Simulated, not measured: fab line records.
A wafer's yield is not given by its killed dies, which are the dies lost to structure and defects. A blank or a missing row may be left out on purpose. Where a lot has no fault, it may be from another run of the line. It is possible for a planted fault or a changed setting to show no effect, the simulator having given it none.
fab line records	flow sky130
record lots=15	wafers=45	lastDay=50
route steps=708 shown VT_ADJUST_HVTR@139 SONOS_TUNNEL@162 GATE_OXIDE@188 POLY_GATE@227
lots untouched by any fault: they come from a run of this same line in which no faults occurred
startH: hours from the record's first day to the start of the lot's first wafer shown	waitH: hours since the lot's step before	" unchanged from the row above	L1.1+2: a row that stands for several wafers	- no value, or no start was given	* or withheld: withheld	< > ~ a bound
route shown NAME@n: a module of which the file shows steps, and the number in the route of the first	usual: average and standard deviation across the fault-free wafers	same: alike in all rows	chamber/n: place in a boat	sites: per-site readings	_std_site: their standard deviation	_edge_site: inner sites' mean taken away from outer sites' mean	radiusMm: how far each site lies from the wafer's centre	mask NAME#n: copy n	behind: the last tool/chamber to shape the wafer	hold: why the lot was held/for how many hours/how that ended	device: which transistor (n, p or np) failed to switch	end of line: the same wafers' tests at the end of the route	step lacking rows: just its recipe	killed: the dies lost at the first sort to structure and to defects; this is not the yield of the wafer	map: shows each die of a wafer: x if killed, . if not, _ if none is there
set.NAME: the setting as run; set.NAME@STEP: as run at that earlier step	model.NAME: the simulator's own value behind a step, which no gauge read
route steps across a sampled set of lots; one table per step, one row per wafer
services: the hour from which a tool's chamber was out of use, counted from the record's first day as startH (under 0 if before that day), plus the number of hours and why
## steps
# step SKY_VT_ADJUST_HVTR_OVL_MEAS_08
# usual VT_ADJUST_HVTR_OVL=1.1/1.7
lot.wafer	tool	chamber	startH	waitH	VT_ADJUST_HVTR_OVL[nm]
L504.2	overlay-01	-	202.48	0.1	0.5
L504.3	"	-	"	"	1.1
L504.4	"	-	"	"	0.9
L505.2	overlay-02	-	205.27	0.1	2.0
L505.4	"	-	"	"	1.9
L505.5	"	-	"	"	2.1
L506.3	overlay-02	-	213.19	0.1	2.1
L506.4	"	-	"	"	2.6
L506.6	"	-	"	"	2.2
L507.2	overlay-02	-	218.19	0.1	0.2
L507.3	"	-	"	"	-0.4
L507.4	"	-	"	"	0.2
L508.2	overlay-02	-	228.18	0.1	2.2
L508.4	"	-	"	"	2.2
L508.6	"	-	"	"	4.3
L509.3	overlay-01	-	232.25	0.1	-2.4
L509.5	"	-	"	"	-1.0
L509.6	"	-	"	"	0.4
L517.1	overlay-01	-	303.51	0.1	3.3
L517.5	"	-	"	"	3.3
L517.6	"	-	"	"	1.7
L518.1	overlay-02	-	312.48	0.1	4.3
L518.2	"	-	"	"	3.1
L518.4	"	-	"	"	3.1
L519.1	overlay-02	-	315.36	0.1	1.0
L519.2	"	-	"	"	3.0
L519.6	"	-	"	"	2.1
L520.3	overlay-02	-	320.12	0.1	1.9
L520.5	"	-	"	"	0.7
L520.6	"	-	"	"	2.2
L522.1	overlay-02	-	333.89	0.1	0.9
L522.4	"	-	"	"	2.4
L522.5	"	-	"	"	2.3
L521.2	overlay-01	-	335.43	0.1	1.7
L521.3	"	-	"	"	-1.0
L521.5	"	-	"	"	-1.4
L524.1	overlay-02	-	350.61	0.1	4.9
L524.2	"	-	"	"	1.9
L524.5	"	-	"	"	3.6
L525.1	overlay-02	-	354.88	0.1	-0.7
L525.4	"	-	"	"	-0.5
L525.6	"	-	"	"	-0.2
L526.2	overlay-02	-	360.27	0.1	-0.2
L526.4	"	-	"	"	0.6
L526.5	"	-	"	"	1.9
# step SKY_SONOS_TUNNEL_OVL_MEAS_08
# usual SONOS_TUNNEL_OVL=-0.2/1.4
lot.wafer	tool	chamber	startH	waitH	SONOS_TUNNEL_OVL[nm]
L504.2	overlay-02	-	246.36	0.1	-1.2
L504.3	"	-	"	"	1.1
L504.4	"	-	"	"	0.0
L505.2	overlay-02	-	250.83	0.1	-1.6
L505.4	"	-	"	"	-0.2
L505.5	"	-	"	"	-0.6
L506.3	overlay-02	-	258.91	0.1	0.3
L506.4	"	-	"	"	0.4
L506.6	"	-	"	"	-0.7
L507.2	overlay-02	-	265.86	0.1	-1.0
L507.3	"	-	"	"	0.7
L507.4	"	-	"	"	-0.7
L508.2	overlay-01	-	275.61	0.1	-0.5
L508.4	"	-	"	"	-1.2
L508.6	"	-	"	"	-1.9
L509.3	overlay-01	-	279.56	0.1	-0.2
L509.5	"	-	"	"	-0.6
L509.6	"	-	"	"	0.7
L517.1	overlay-01	-	357.88	0.1	1.7
L517.5	"	-	"	"	1.6
L517.6	"	-	"	"	-0.8
L518.1	overlay-01	-	366.50	0.1	-1.9
L518.2	"	-	"	"	-2.6
L518.4	"	-	"	"	-2.4
L519.1	overlay-01	-	369.76	0.1	-0.3
L519.2	"	-	"	"	-2.7
L519.6	"	-	"	"	1.0
L520.3	overlay-01	-	375.21	0.1	-0.8
L520.5	"	-	"	"	0.6
L520.6	"	-	"	"	-0.9
L522.1	overlay-01	-	390.41	0.1	0.2
L522.4	"	-	"	"	-1.8
L522.5	"	-	"	"	1.5
L521.2	overlay-01	-	391.66	0.1	-0.1
L521.3	"	-	"	"	-1.2
L521.5	"	-	"	"	0.6
L524.1	overlay-01	-	408.37	0.1	-1.4
L524.2	"	-	"	"	-1.7
L524.5	"	-	"	"	-2.2
L525.1	overlay-01	-	413.06	0.1	0.4
L525.4	"	-	"	"	2.6
L525.6	"	-	"	"	1.2
L526.2	overlay-02	-	418.56	0.1	0.2
L526.4	"	-	"	"	1.2
L526.5	"	-	"	"	-0.4
# step SKY_GATE_OXIDE_OXIDATION_01
# recipe tempC=900	ambient=O2	stabiliseS=600	purgeS=300	targetThkA=102.68	oxTimeS=1473
# usual zonePowerCentrePct=18.6/1.1
lot.wafer	tool	chamber	startH	waitH	zonePowerCentrePct
L504.2	furnace-01	0	278.49	1.2	17.4
L504.3	"	0	"	"	17.5
L504.4	"	0	"	"	17.1
L505.2	furnace-02	0	283.68	2.4	20.0
L505.4	"	0	"	"	19.5
L505.5	"	0	"	"	19.5
L506.3	furnace-02	0	289.15	0.0	19.7
L506.4	"	0	"	"	19.7
L506.6	"	0	"	"	19.6
L507.2	furnace-02	0	297.36	0.0	19.5
L507.3	"	0	"	"	19.8
L507.4	"	0	"	"	19.7
L508.2	furnace-02	0	310.75	2.2	19.9
L508.4	"	0	"	"	19.6
L508.6	"	0	"	"	19.7
L509.3	furnace-02	0	319.42	3.1	19.6
L509.5	"	0	"	"	19.4
L509.6	"	0	"	"	19.4
L517.1	furnace-01	0	392.74	0.4	17.5
L517.5	"	0	"	"	17.6
L517.6	"	0	"	"	17.4
L518.1	furnace-02	0	402.37	0.7	19.7
L518.2	"	0	"	"	19.6
L518.4	"	0	"	"	19.5
L519.1	furnace-02	0	407.10	0.0	19.6
L519.2	"	0	"	"	19.7
L519.6	"	0	"	"	20.0
L520.3	furnace-01	0	411.74	1.0	17.4
L520.5	"	0	"	"	17.4
L520.6	"	0	"	"	17.3
L521.2	furnace-01	0	428.96	0.8	17.3
L521.3	"	0	"	"	17.4
L521.5	"	0	"	"	17.6
L522.1	furnace-01	0	428.96	1.1	17.4
L522.4	"	0	"	"	17.5
L522.5	"	0	"	"	17.0
L524.1	furnace-02	0	444.65	1.2	19.4
L524.2	"	0	"	"	19.5
L524.5	"	0	"	"	19.3
L525.1	furnace-01	0	448.92	0.3	17.5
L525.4	"	0	"	"	17.4
L525.6	"	0	"	"	17.6
L526.2	furnace-01	0	453.58	0.0	17.2
L526.4	"	0	"	"	17.4
L526.5	"	0	"	"	17.5
# step SKY_GATE_OXIDE_THK_MEAS_02
# recipe reads=SiO2_of_GATE_OXIDE_OXIDATION_01
# usual GATE_OXIDE_OXIDATION_00_THK=10.27/0.2
lot.wafer	tool	chamber	startH	waitH	hold	GATE_OXIDE_OXIDATION_00_THK[nm]
L504.2	filmMetro-01	-	279.91	0.0	-	10.38
L504.3	"	-	"	"	-	10.48
L504.4	"	-	"	"	-	10.44
L505.2	filmMetro-04	-	285.10	0.0	-	10.38
L505.4	"	-	"	"	-	10.62
L505.5	"	-	"	"	-	10.49
L506.3	filmMetro-01	-	290.58	0.0	-	10.33
L506.4	"	-	"	"	-	10.38
L506.6	"	-	"	"	-	10.41
L507.2	filmMetro-01	-	298.78	0.0	awaitDispo/0.2h/release	12.17
L507.3	"	-	"	"	awaitDispo/0.2h/release	12.34
L507.4	"	-	"	"	awaitDispo/0.2h/release	12.50
L507.2	filmMetro-01	-	299.10	0.3	-	12.18
L507.3	"	-	"	"	-	12.26
L507.4	"	-	"	"	-	12.55
L508.2	filmMetro-01	-	312.17	0.0	awaitDispo/0.2h/release	12.28
L508.4	"	-	"	"	awaitDispo/0.2h/release	12.26
L508.6	"	-	"	"	awaitDispo/0.2h/release	12.45
L508.2	filmMetro-01	-	312.40	0.2	-	12.30
L508.4	"	-	"	"	-	12.25
L508.6	"	-	"	"	-	12.39
L509.3	filmMetro-04	-	320.85	0.0	awaitDispo/0.2h/release	12.47
L509.5	"	-	"	"	awaitDispo/0.2h/release	12.61
L509.6	"	-	"	"	awaitDispo/0.2h/release	12.50
L509.3	filmMetro-04	-	321.08	0.2	-	12.48
L509.5	"	-	"	"	-	12.56
L509.6	"	-	"	"	-	12.52
L517.1	filmMetro-01	-	394.15	0.0	-	10.40
L517.5	"	-	"	"	-	10.27
L517.6	"	-	"	"	-	10.38
L518.1	filmMetro-04	-	403.78	0.0	-	10.44
L518.2	"	-	"	"	-	10.24
L518.4	"	-	"	"	-	10.46
L519.1	filmMetro-02	-	408.54	0.0	-	10.36
L519.2	"	-	"	"	-	10.17
L519.6	"	-	"	"	-	10.30
L520.3	filmMetro-01	-	413.17	0.0	-	10.29
L520.5	"	-	"	"	-	10.27
L520.6	"	-	"	"	-	10.39
L522.1	filmMetro-04	-	430.37	0.0	-	10.11
L522.4	"	-	"	"	-	10.31
L522.5	"	-	"	"	-	10.12
L521.2	filmMetro-01	-	430.38	0.0	-	10.29
L521.3	"	-	"	"	-	10.05
L521.5	"	-	"	"	-	10.11
L524.1	filmMetro-01	-	446.06	0.0	-	10.27
L524.2	"	-	"	"	-	10.48
L524.5	"	-	"	"	-	10.07
L525.1	filmMetro-04	-	450.33	0.0	-	10.21
L525.4	"	-	"	"	-	10.00
L525.6	"	-	"	"	-	10.27
L526.2	filmMetro-01	-	455.00	0.0	-	10.04
L526.4	"	-	"	"	-	9.99
L526.5	"	-	"	"	-	10.16
# step SKY_POLY_GATE_CD_MEAS_13
# recipe targetCdNm=150
# usual cdNm=150.4/1.4
lot.wafer	tool	chamber	startH	waitH	cdNm
L504.2	cdSem-01	-	366.11	-	150.7
L504.3	"	-	"	"	149.2
L504.4	"	-	"	"	150.3
L505.2	cdSem-01	-	371.03	-	152.4
L505.4	"	-	"	"	153.3
L505.5	"	-	"	"	152.6
L506.3	cdSem-02	-	380.47	-	148.8
L506.4	"	-	"	"	151.4
L506.6	"	-	"	"	150.7
L507.2	cdSem-01	-	388.58	-	148.0
L507.3	"	-	"	"	147.3
L507.4	"	-	"	"	147.9
L508.2	cdSem-01	-	402.21	-	149.0
L508.4	"	-	"	"	149.5
L508.6	"	-	"	"	148.5
L509.3	cdSem-01	-	410.24	-	149.9
L509.5	"	-	"	"	150.3
L509.6	"	-	"	"	148.9
L517.1	cdSem-02	-	492.13	-	150.0
L517.5	"	-	"	"	150.1
L517.6	"	-	"	"	151.2
L518.1	cdSem-02	-	500.75	-	150.2
L518.2	"	-	"	"	149.9
L518.4	"	-	"	"	149.7
L519.1	cdSem-02	-	504.88	-	152.1
L519.2	"	-	"	"	150.3
L519.6	"	-	"	"	150.4
L520.3	cdSem-01	-	509.33	-	151.2
L520.5	"	-	"	"	152.5
L520.6	"	-	"	"	153.0
L522.1	cdSem-01	-	526.95	-	150.3
L522.4	"	-	"	"	150.5
L522.5	"	-	"	"	149.8
L521.2	cdSem-01	-	528.57	-	149.3
L521.3	"	-	"	"	149.0
L521.5	"	-	"	"	149.0
L524.1	cdSem-02	-	542.35	-	151.0
L524.2	"	-	"	"	150.5
L524.5	"	-	"	"	151.4
L525.1	cdSem-01	-	547.13	-	150.6
L525.4	"	-	"	"	150.5
L525.6	"	-	"	"	149.3
L526.2	cdSem-01	-	550.47	-	150.7
L526.4	"	-	"	"	150.6
L526.5	"	-	"	"	150.6
## services
tool	chamber	startH	hours	kind
furnace-02	-	255.92	3.3	pm
furnace-01	-	279.93	1.8	repair
furnace-01	-	307.60	4.0	pm
furnace-01	-	384.64	5.1	pm
furnace-02	-	424.77	2.9	pm
## key
firstSign step=SKY_GATE_OXIDE_THK_MEAS_02	reading=visit	direction=added
effect step=SKY_GATE_OXIDE_THK_MEAS_02	reading=GATE_OXIDE_OXIDATION_00_THK	direction=up	sigmas=11	usual=10.27	struck=12.40
metAt SKY_GATE_OXIDE_OXIDATION_01
struckLots L507,L508,L509
sortLeftOut L507.2,L507.3,L507.4
testerLeftOut L507,L508,L509
notActingAt SKY_VT_ADJUST_HVTR_OVL_MEAS_08,SKY_SONOS_TUNNEL_OVL_MEAS_08,SKY_POLY_GATE_CD_MEAS_13
onsetBetween 289.15 297.36
fault kind=processParameterDrift	tool=furnace-02	chamber=-	onsetH=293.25	steps=SKY_GATE_OXIDE_OXIDATION_01	channel=oxTimeS	offset=*	shape=step	endH=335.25	actsIn=*	stated=*
# testerLeftOut: of these lots the tester's yield and bins aren't shown, on N5 and GAA mostly nor the transistor test; their killed dies are dies lost to structure and defects alone, not to doping, threshold or leakage, so they don't give the yield
# sortLeftOut: the simulated sort isn't trusted on such a fault, so these wafers' sort isn't shown, and their yield isn't known
